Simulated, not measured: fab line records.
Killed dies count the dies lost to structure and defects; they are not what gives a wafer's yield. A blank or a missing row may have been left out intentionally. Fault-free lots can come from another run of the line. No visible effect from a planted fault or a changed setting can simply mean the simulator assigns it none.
Problem report in the 8D (eight disciplines) form, filled by code | flow sky130 | the parts of the form that need people (team, actions taken, sign-off) are left out

## 1. THE PROBLEM
cdNm at SKY_METAL4_CD_MEAS_13 reads a mean of 287.1 nm on 3 wafers of 1 lot; wafers without a fault read 300.2 nm with a standard deviation of 1.5. Relative to the usual mean, that is a shift of -8.7 standard deviations.
The step: target cd 300 nm.
First observed at day 45 14:32: wafer L514.2, on cdSem-02. At this step, 36 wafers from 12 lots have a number in the record. Rule for "out" (also "out of limits"): further than 4 standard deviations from the usual mean. Any other wafer with a number is counted as sound.

## 2. WHAT THIS IS AND IS NOT
question                    | is                     | is not
which readings at this step | cdNm                   | -
which lots                  | L514                   | L502, L504, L505, L506, L507, L508, L509, L521, L522, L523, L524
which wafers of those lots  | all that have a number | -
read on which gauges        | cdSem-02               | cdSem-01
when                        | from day 45 14:32      | up to then (21 sound wafers); but 12 sound wafers of L521, L522, L523, L524 came after

## 3. SUSPECTS, AND WHAT RULES EACH OUT
Counting: a tool stays on the suspect list if, at a process step up to the reading, it processed all lots that are out and no sound lot following the first of them.
- the gauge at SKY_METAL4_CD_MEAS_13 is ruled out. All the wafers that are out were read on cdSem-02, but those of them that SKY_METAL4_EXPOSE_10 has rows for are out there too, on other tools.
- pvdSputter-04 at SKY_METAL4_SPUTTER_02 (material AlCu, target thk 735 nm, time 39.1 s): ruled out as a lasting fault. Following L514 (day 43 18:47), the first lot on it that is out, the sound lots L522, L524 were run on it.
- krfScanner-01 at SKY_METAL4_EXPOSE_10 (exposes mask MM4, target cd 300 nm): ruled out as a lasting fault. Following L514 (day 45 04:22), the first lot on it that is out, the sound lots L523, L524 were run on it.
Left after counting: nothing in the record.

## 4. THE CAUSE (what the simulator had put in)
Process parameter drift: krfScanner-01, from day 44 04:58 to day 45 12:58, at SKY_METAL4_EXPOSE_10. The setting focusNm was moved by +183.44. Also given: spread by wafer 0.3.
It was ruled out by counting, in error; the rule expects a fault to strike all lots run on its tool from its start on, and this fault did not.

## 5. THE EFFECT CHAIN, in route order
Each row: a reading whose mean over the struck wafers that have a number lies more than 3 standard deviations from the usual. Only readings whose record carries a usual standard deviation are examined. hours: median over the lots of the time between each lot's start at the first step of this table that gives one and its start at this step. sigmas: the change, counted in usual standard deviations.
hours | step                  | reading           | usual    | on struck wafers | change | sigmas
0     | SKY_METAL4_EXPOSE_10  | exposureDoseMJCm2 | 27.999   | 27.542           | -0.457 | -16
10    | SKY_METAL4_CD_MEAS_13 | cdNm              | 300.2 nm | 287.1            | -13.1  | -8.7
It contains these process steps:
- SKY_METAL4_EXPOSE_10: exposes mask MM4, target cd 300 nm.
Later measuring or inspecting steps at which every struck wafer that the step has a row for has a number for every such reading, and none has moved that far: SKY_VIA4_THK_MEAS_01.

## 6. WHAT WOULD HAVE CAUGHT IT SOONER
In this record the first reading out of limits at a measuring or inspecting step was taken at day 45 14:32, 34 hours after the fault began at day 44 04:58.
Tool's own readings at SKY_METAL4_EXPOSE_10, exposureDoseMJCm2: out on all struck wafers the step has rows for; an alarm limit on them would have tripped on the first.
